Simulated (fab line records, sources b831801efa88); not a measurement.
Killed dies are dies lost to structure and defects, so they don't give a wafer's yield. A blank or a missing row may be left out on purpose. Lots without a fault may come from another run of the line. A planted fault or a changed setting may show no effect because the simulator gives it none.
fab line records | flow sky130
record lots=10 wafers=30 last_day=50
route steps=708 shown PWDE@54 VT_ADJUST_NCORE@129 GATE_OXIDE@201 POLY_GATE@213 RES_PROTECT@214
lots that met no fault: from a run of the same line without faults
start_h: hours from the record's first day to the start of the lot's first wafer shown | wait_h: hours since the lot's step before | " the same as in the row above | L1.1+2: a row that stands for several wafers | - no value, or no start given | * or withheld: withheld | < > ~ a bound
route shown NAME@n: a module of which the file shows steps, and the number in the route of the first | usual: mean/standard deviation of fault-free wafers | same: alike in all rows | chamber/n: place in a boat | sites: the reading at each site | _std_site: their standard deviation | _edge_site: outer sites' mean less inner sites' | radius_mm: how far each site lies from the wafer's centre | mask NAME#n: copy n | behind: the tool/chamber that last shaped the wafer | hold: why the lot was held/for how many hours/how that ended | device: the transistor (n, p or np) that didn't switch | end of line: the same wafers' tests at the end of the route | a step without rows: its recipe alone | killed: dies lost to structure and defects at the first sort, not the wafer's yield | map: a wafer's dies, x killed, . not, _ none there
set.NAME: the setting as run; set.NAME@STEP: as run at that earlier step | model.NAME: the simulator's own value behind a step, which no gauge read
steps of the route over a sample of lots; a table a step, a row a wafer
services: from which hour (start_h, from the record's first day; less than 0 if before it) a tool's chamber was out of use, for how many hours, and why
## steps
# step SKY_PWDE_STRIP_09
# recipe chemistry=O2/N2 power_w=1400 pressure_mtorr=1500 platen_temp_c=withheld o2_flow_sccm=3000 n2_flow_sccm=300 overash_fraction=0.5
# usual drypump_motor_current_A=5.78/0.15 oes_product_au=0.722/0.0042 strip_time_to_endpoint_s=36.92/0.097
# columns lot.wafer tool chamber start_h wait_h drypump_motor_current_A oes_product_au rf_hours_counter_h strip_time_to_endpoint_s
L511.1 plasma_asher-04 1 100.63 0.1 5.80 0.718 42 36.97
L511.3 " 1 " " 5.79 0.730 - 36.86
L511.6 " 1 " " 5.80 0.720 - 36.88
L512.1 plasma_asher-01 0 105.40 0.1 5.84 0.723 40 36.85
L512.5 " 1 " " 5.78 0.724 - 36.91
L512.6 " 0 " " 5.83 0.719 - 36.80
L513.3 plasma_asher-04 0 105.78 0.1 5.67 0.723 - 36.99
L513.5 " 0 " " 5.66 0.717 - 37.04
L513.6 " 1 " " 5.82 0.721 - 36.93
L515.2 plasma_asher-01 0 114.38 0.1 5.82 0.721 42 36.68
L515.4 " 1 " " 5.77 0.725 - 36.76
L515.6 " 0 " " 5.84 0.717 - 36.69
L518.1 plasma_asher-04 0 132.13 0.1 5.69 0.714 45 36.91
L518.4 " 1 " " 5.79 0.732 - 36.89
L518.6 " 1 " " 5.81 0.728 - 36.93
L526.1 plasma_asher-01 1 170.75 0.1 5.78 0.714 47 37.02
L526.3 " 0 " " 5.85 0.724 - 36.92
L526.4 " 1 " " 5.75 0.722 - 37.01
L527.1 plasma_asher-01 0 177.63 0.1 5.83 0.722 48 36.95
L527.2 " 1 " " 5.79 0.720 48 36.93
L527.6 " 1 " " 5.79 0.723 - 36.95
L528.1 plasma_asher-03 0 181.95 0.1 6.07 0.723 6 36.92
L528.5 " 1 " " 5.58 0.723 - 37.03
L528.6 " 0 " " 6.07 0.724 - 36.77
L529.1 plasma_asher-03 0 189.05 0.1 6.07 0.721 6 36.89
L529.3 " 1 " " 5.54 0.724 - 36.95
L529.6 " 1 " " 5.57 0.724 - 36.96
L530.1 plasma_asher-04 0 193.27 0.1 5.69 0.717 51 36.88
L530.5 " 1 " " 5.82 0.718 - 36.68
L530.6 " 0 " " 5.70 0.725 - 36.77
# step SKY_VT_ADJUST_NCORE_STRIP_10
# recipe chemistry=O2/N2 power_w=1400 pressure_mtorr=1500 platen_temp_c=withheld o2_flow_sccm=3000 n2_flow_sccm=300 overash_fraction=0.5
# usual drypump_motor_current_A=5.78/0.15 oes_product_au=0.716/0.0044 strip_time_to_endpoint_s=14.07/0.038
# columns lot.wafer tool chamber start_h wait_h drypump_motor_current_A oes_product_au rf_hours_counter_h strip_time_to_endpoint_s
L511.1 plasma_asher-01 0 222.15 0.1 5.83 0.720 52 14.02
L511.3 " 0 " " 5.83 0.713 - 14.05
L511.6 " 1 " " 5.77 0.712 - 14.00
L512.1 plasma_asher-01 1 225.40 0.1 5.77 0.721 52 14.04
L512.5 " 1 " " 5.77 0.729 - 14.11
L512.6 " 0 " " 5.84 0.719 - 14.03
L513.3 plasma_asher-04 1 228.90 0.1 5.78 0.715 - 14.06
L513.5 " 1 " " 5.80 0.708 - 14.10
L513.6 " 0 " " 5.72 0.711 - 14.07
L515.2 plasma_asher-04 1 239.37 0.1 5.82 0.711 56 14.09
L515.4 " 0 " " 5.71 0.721 - 14.09
L515.6 " 0 " " 5.67 0.724 - 14.08
L518.1 plasma_asher-04 1 263.09 0.1 5.81 0.716 58 14.02
L518.4 " 0 " " 5.76 0.717 - 14.00
L518.6 " 0 " " 5.71 0.712 - 14.01
L526.1 plasma_asher-04 1 309.16 0.1 5.81 0.712 63 14.09
L526.3 " 0 " " 5.76 0.715 - 14.12
L526.4 " 1 " " 5.80 0.716 - 14.11
L527.1 plasma_asher-03 1 320.75 0.1 5.55 0.715 19 13.98
L527.2 " 0 " " 6.02 0.719 19 14.04
L527.6 " 0 " " 6.03 0.714 - 14.00
L528.1 plasma_asher-03 0 323.20 0.1 6.06 0.710 19 14.06
L528.5 " 0 " " 6.05 0.725 - 14.12
L528.6 " 1 " " 5.58 0.714 - 14.10
L529.1 plasma_asher-03 1 334.59 0.1 5.54 0.716 20 14.08
L529.3 " 0 " " 6.04 0.718 - 14.07
L529.6 " 1 " " 5.57 0.716 - 14.06
L530.1 plasma_asher-04 0 338.91 0.1 5.74 0.713 66 14.06
L530.5 " 1 " " 5.80 0.718 - 14.04
L530.6 " 0 " " 5.70 0.713 - 14.00
# step SKY_GATE_OXIDE_TW_MEAS_14
# usual GATE_OXIDE_TW=226.5/2.5
# columns lot.wafer tool chamber start_h wait_h GATE_OXIDE_TW
L511.1 film_metro-02 - 356.54 0.1 223.6
L511.3 " - " " 223.8
L511.6 " - " " 222.9
L512.1 film_metro-04 - 359.65 0.1 227.8
L512.5 " - " " 228.5
L512.6 " - " " 230.8
L513.3 film_metro-04 - 370.16 0.1 229.2
L513.5 " - " " 230.0
L513.6 " - " " 228.8
L515.2 film_metro-04 - 374.05 0.1 228.3
L515.4 " - " " 229.4
L515.6 " - " " 228.9
L518.1 film_metro-01 - 405.71 0.1 225.9
L518.4 " - " " 226.2
L518.6 " - " " 225.4
L526.1 film_metro-01 - 463.52 0.1 225.5
L526.3 " - " " 226.7
L526.4 " - " " 226.1
L527.1 film_metro-04 - 478.28 0.1 227.5
L527.2 " - " " 227.2
L527.6 " - " " 227.2
L528.1 film_metro-02 - 481.25 0.1 223.2
L528.5 " - " " 223.5
L528.6 " - " " 222.6
L529.1 film_metro-04 - 492.75 0.1 229.9
L529.3 " - " " 229.1
L529.6 " - " " 229.4
L530.1 film_metro-04 - 495.05 0.1 229.9
L530.5 " - " " 230.1
L530.6 " - " " 228.8
# step SKY_POLY_GATE_IMPLANT_02
# recipe species=P energy_kev=30 dose_cm2=7.7e+15 tilt_deg=0
# usual beam_on_s=36.7/1.4 dose_ions_cm2=7.702e+15/7.8e+12 end_station_pressure_torr=1.05e-05/6.2e-07
# columns lot.wafer tool chamber start_h wait_h beam_on_s dose_ions_cm2 end_station_pressure_torr
L511.1 implanter-01 0 387.33 0.1 37.7 7.71e+15 9.3e-06
L511.3 " 0 " " 37.5 7.712e+15 1.05e-05
L511.6 " 0 " " 38.8 7.714e+15 9.4e-06
L512.1 implanter-04 0 391.09 0.1 35.2 7.696e+15 1.03e-05
L512.5 " 0 " " 36.3 7.704e+15 9.8e-06
L512.6 " 0 " " 36.2 7.701e+15 1e-05
L513.3 implanter-02 0 405.44 0.1 37.2 7.71e+15 9.6e-06
L513.5 " 0 " " 34.5 7.701e+15 1.03e-05
L513.6 " 0 " " 37.2 7.694e+15 1.01e-05
L515.2 implanter-01 0 407.81 0.1 37.9 7.703e+15 1.1e-05
L515.4 " 0 " " 39.0 7.715e+15 1.01e-05
L515.6 " 0 " " 38.2 7.696e+15 9.6e-06
L518.1 implanter-02 0 438.94 0.1 36.7 7.714e+15 1.04e-05
L518.4 " 0 " " 36.5 7.708e+15 1.14e-05
L518.6 " 0 " " 36.3 7.712e+15 9.5e-06
L526.1 implanter-01 0 497.10 0.1 15.5 3.067e+15 1.31e-05
L526.3 " 0 " " 14.7 3.069e+15 1.31e-05
L526.4 " 0 " " 14.6 3.062e+15 1.3e-05
L527.1 implanter-04 0 511.85 0.1 35.7 7.704e+15 1.02e-05
L527.2 " 0 " " 35.9 7.694e+15 1.16e-05
L527.6 " 0 " " 34.2 7.706e+15 9.9e-06
L528.1 implanter-01 0 514.89 0.1 15.3 3.083e+15 1.37e-05
L528.5 " 0 " " 15.2 3.087e+15 1.29e-05
L528.6 " 0 " " 15.1 3.079e+15 1.32e-05
L529.1 implanter-04 0 525.70 0.1 35.1 7.718e+15 1.09e-05
L529.3 " 0 " " 34.9 7.708e+15 1.15e-05
L529.6 " 0 " " 36.7 7.695e+15 9.7e-06
L530.1 implanter-04 0 528.48 0.1 35.6 7.693e+15 1.08e-05
L530.5 " 0 " " 35.9 7.697e+15 1.02e-05
L530.6 " 0 " " 34.6 7.707e+15 1.18e-05
# step SKY_RES_PROTECT_STRIP_07
# recipe chemistry=O2/N2 power_w=1400 pressure_mtorr=1500 platen_temp_c=withheld o2_flow_sccm=3000 n2_flow_sccm=300 overash_fraction=0.5
# usual drypump_motor_current_A=5.75/0.18 oes_product_au=0.518/0.0045 strip_time_to_endpoint_s=23.29/0.041
# columns lot.wafer tool chamber start_h wait_h drypump_motor_current_A oes_product_au rf_hours_counter_h strip_time_to_endpoint_s
L511.1 plasma_asher-04 0 387.48 0.1 5.69 0.518 71 23.32
L511.3 " 0 " " 5.71 0.517 - 23.29
L511.6 " 0 " " 5.71 0.517 - 23.31
L512.1 plasma_asher-04 1 391.24 0.1 5.80 0.515 71 23.26
L512.5 " 0 " " 5.74 0.513 - 23.21
L512.6 " 1 " " 5.81 0.528 - 23.27
L513.3 plasma_asher-02 1 405.57 0.1 5.87 0.517 - 23.27
L513.5 " 1 " " 5.87 0.523 - 23.36
L513.6 " 0 " " 5.54 0.515 - 23.29
L515.2 plasma_asher-02 0 407.93 0.1 5.52 0.523 60 23.35
L515.4 " 0 " " 5.53 0.508 - 23.31
L515.6 " 1 " " 5.90 0.515 - 23.29
L518.1 plasma_asher-03 0 439.09 0.1 6.04 0.519 30 23.37
L518.4 " 1 " " 5.58 0.519 - 23.31
L518.6 " 1 " " 5.54 0.513 - 23.34
L526.1 plasma_asher-04 1 497.25 0.1 5.83 0.567 6 19.74
L526.3 " 1 " " 5.81 0.565 - 19.77
L526.4 " 0 " " 5.73 0.572 - 19.77
L527.1 plasma_asher-02 0 512.00 0.1 5.55 0.517 71 23.22
L527.2 " 1 " " 5.88 0.516 71 23.21
L527.6 " 0 " " 5.55 0.513 - 23.22
L528.1 plasma_asher-03 0 515.04 0.1 6.05 0.571 38 19.67
L528.5 " 1 " " 5.56 0.586 - 19.59
L528.6 " 0 " " 6.05 0.573 - 19.59
L529.1 plasma_asher-03 0 525.85 0.1 6.06 0.512 39 23.26
L529.3 " 1 " " 5.56 0.519 - 23.31
L529.6 " 1 " " 5.54 0.522 - 23.25
L530.1 plasma_asher-04 0 528.63 0.1 5.68 0.518 9 23.30
L530.5 " 1 " " 5.80 0.515 - 23.29
L530.6 " 0 " " 5.69 0.524 - 23.31
# step SKY_RES_PROTECT_TW_MEAS_08
# usual POLY_GATE_TW=4058/44
# columns lot.wafer tool chamber start_h wait_h POLY_GATE_TW
L511.1 film_metro-03 - 387.58 0.1 4040
L511.3 " - " " 4015
L511.6 " - " " 4036
L512.1 film_metro-04 - 391.34 0.1 4079
L512.5 " - " " 4044
L512.6 " - " " 4090
L513.3 film_metro-03 - 405.66 0.1 4033
L513.5 " - " " 4043
L513.6 " - " " 4029
L515.2 film_metro-01 - 408.04 0.1 4043
L515.4 " - " " 4017
L515.6 " - " " 4023
L518.1 film_metro-04 - 439.19 0.1 4091
L518.4 " - " " 4097
L518.6 " - " " 4106
L526.1 film_metro-03 - 497.35 0.1 3718
L526.3 " - " " 3715
L526.4 " - " " 3716
L527.1 film_metro-03 - 512.10 0.1 4033
L527.2 " - " " 4003
L527.6 " - " " 4046
L528.1 film_metro-04 - 515.14 0.1 3746
L528.5 " - " " 3758
L528.6 " - " " 3744
L529.1 film_metro-01 - 525.95 0.1 4001
L529.3 " - " " 4014
L529.6 " - " " 4005
L530.1 film_metro-04 - 528.73 0.1 4099
L530.5 " - " " 4093
L530.6 " - " " 4098
## services
# columns tool chamber start_h hours kind
implanter-01 - 78.18 3.7 repair
plasma_asher-03 - 108.75 9.0 pm
implanter-02 - 153.82 4.1 repair
implanter-04 - 160.26 0.9 repair
plasma_asher-02 - 173.29 0.4 repair
plasma_asher-03 - 190.92 2.8 repair
implanter-02 - 202.33 3.8 repair
plasma_asher-03 - 208.15 1.9 repair
implanter-04 - 261.75 4.9 pm
plasma_asher-03 - 274.20 2.4 repair
plasma_asher-01 - 346.18 0.4 repair
plasma_asher-02 - 373.75 0.7 repair
plasma_asher-02 - 387.23 2.8 pm
plasma_asher-01 - 406.69 1.5 repair
plasma_asher-04 - 421.25 9.0 pm
implanter-01 - 426.43 4.9 pm
implanter-01 - 440.50 7.7 repair
implanter-01 - 466.44 9.1 repair
plasma_asher-01 - 467.58 2.9 repair
plasma_asher-01 - 472.70 2.8 repair
plasma_asher-04 - 486.86 2.8 pm
plasma_asher-01 - 511.13 0.3 repair
implanter-04 - 518.96 4.5 repair
plasma_asher-04 - 519.20 4.3 repair
## key
first_sign step=SKY_POLY_GATE_IMPLANT_02 reading=dose_ions_cm2 direction=down sigmas=99+ usual=* struck=*
effect step=SKY_POLY_GATE_IMPLANT_02 reading=beam_on_s direction=down sigmas=16 usual=36.7 struck=15.1
effect step=SKY_RES_PROTECT_STRIP_07 reading=strip_time_to_endpoint_s direction=down sigmas=87 usual=* struck=*
effect step=SKY_RES_PROTECT_TW_MEAS_08 reading=POLY_GATE_TW direction=down sigmas=7.5 usual=4058 struck=3733
met_at SKY_POLY_GATE_IMPLANT_02
struck_lots L526,L528
tester_left_out L526,L528
not_acting_at SKY_PWDE_STRIP_09,SKY_VT_ADJUST_NCORE_STRIP_10,SKY_GATE_OXIDE_TW_MEAS_14
onset_between 407.81 497.10
fault kind=process_parameter_drift tool=implanter-01 chamber=- onset_h=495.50 steps=SKY_POLY_GATE_IMPLANT_02 channel=dose_cm2 offset=* shape=step end_h=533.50 acts_in=* stated=*
# tester_left_out: of these lots the tester's yield and bins aren't shown, on N5 and GAA mostly nor the transistor test; their killed dies are dies lost to structure and defects alone, not to doping, threshold or leakage, so they don't give the yield
